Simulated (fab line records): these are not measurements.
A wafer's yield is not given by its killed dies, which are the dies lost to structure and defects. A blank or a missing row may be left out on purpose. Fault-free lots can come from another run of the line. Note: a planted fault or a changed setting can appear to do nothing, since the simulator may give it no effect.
The tool behind it: which one? + flow sky130 + 18 wafers from 6 lots sampled at 4 of the route's 708 steps

## WHAT EACH GAUGE READ, for each wafer
SKY_VT_ADJUST_HVTR_TW_MEAS_11.
| lot  | measured     | on            | VT_ADJUST_HVTR_TW |
|------|--------------|---------------|-------------------|
| L772 | day 11 00:50 | film metro-01 | 211.9 212.6 212.4 |
| L778 | day 12 16:05 | film metro-03 | 187.1 185.9 186.4 |
| L782 | day 13 17:11 | film metro-02 | 187.0 187.5 186.5 |
| L784 | day 14 12:32 | film metro-03 | 209.7 209.6 210.9 |
| L788 | day 15 13:50 | film metro-02 | 210.7 210.6 210.2 |
| L791 | day 16 17:05 | film metro-03 | 212.5 210.7 210.8 |

## TOOL THAT RAN EACH LOT (tool first, then ch and the chambers of the sampled wafers, then the start)
| lot  | SKY_FIELD_ISO_ETCH_17           | SKY_PWDE_STRIP_09                   | SKY_VT_ADJUST_HVTR_IMPLANT_09   |
|------|---------------------------------|-------------------------------------|---------------------------------|
| L772 | rie si-02 ch 0,2,3, day 2 20:33 | plasma asher-03 ch 0,1, day 4 22:49 | implanter-02 ch 0, day 11 00:35 |
| L778 | rie si-01 ch 1,2, day 4 03:02   | plasma asher-03 ch 0,1, day 6 03:19 | implanter-02 ch 0, day 12 15:51 |
| L782 | rie si-02 ch 0,2,3, day 5 00:23 | plasma asher-03 ch 0,1, day 6 23:34 | implanter-02 ch 0, day 13 16:56 |
| L784 | rie si-02 ch 0,2,3, day 5 12:00 | plasma asher-01 ch 0,1, day 7 12:01 | implanter-03 ch 0, day 14 12:17 |
| L788 | rie si-02 ch 0,2, day 6 08:33   | plasma asher-04 ch 0,1, day 8 07:10 | implanter-03 ch 0, day 15 13:35 |
| L791 | rie si-02 ch 1,2,3, day 6 23:27 | plasma asher-01 ch 0,1, day 9 05:07 | implanter-03 ch 0, day 16 16:50 |
- SKY_FIELD_ISO_ETCH_17: etches Si in HBr/Cl2/O2, target depth 342 nm, time 97.7 s.
- SKY_PWDE_STRIP_09: strips in O2/N2.
- SKY_VT_ADJUST_HVTR_IMPLANT_09

## THE ANSWER, worked out from the rows above alone
Rule: usual is defined by the lots themselves. The widest of any qualifying gaps counts: lots, ordered by their means at a reading, are off when they make up no more than a third of the lots, leave a main group of 4 or more, and stand apart from it by 3 or more times the standard deviation of that group's means. Not used: any main group whose means are identical at the precision the tables above print for the reading. Also off: a lot with no number at a reading for which 4 or more lots have one. All remaining lots with rows at the step are treated as sound.
Off: at SKY_VT_ADJUST_HVTR_TW_MEAS_11 (VT_ADJUST_HVTR_TW), L778, L782. Mean 211.1 and standard deviation 0.85 in the main group.
If a tool, at a process step before that reading, ran all the lots that are off and no sound lot after the first of them, it fits. The gauges at SKY_VT_ADJUST_HVTR_TW_MEAS_11 are tried like those tools. 2 tools fit, plasma asher-03 at SKY_PWDE_STRIP_09 and implanter-02 at SKY_VT_ADJUST_HVTR_IMPLANT_09, so this cannot tell which one it is.

## WHAT WAS PUT IN BY THE SIMULATOR
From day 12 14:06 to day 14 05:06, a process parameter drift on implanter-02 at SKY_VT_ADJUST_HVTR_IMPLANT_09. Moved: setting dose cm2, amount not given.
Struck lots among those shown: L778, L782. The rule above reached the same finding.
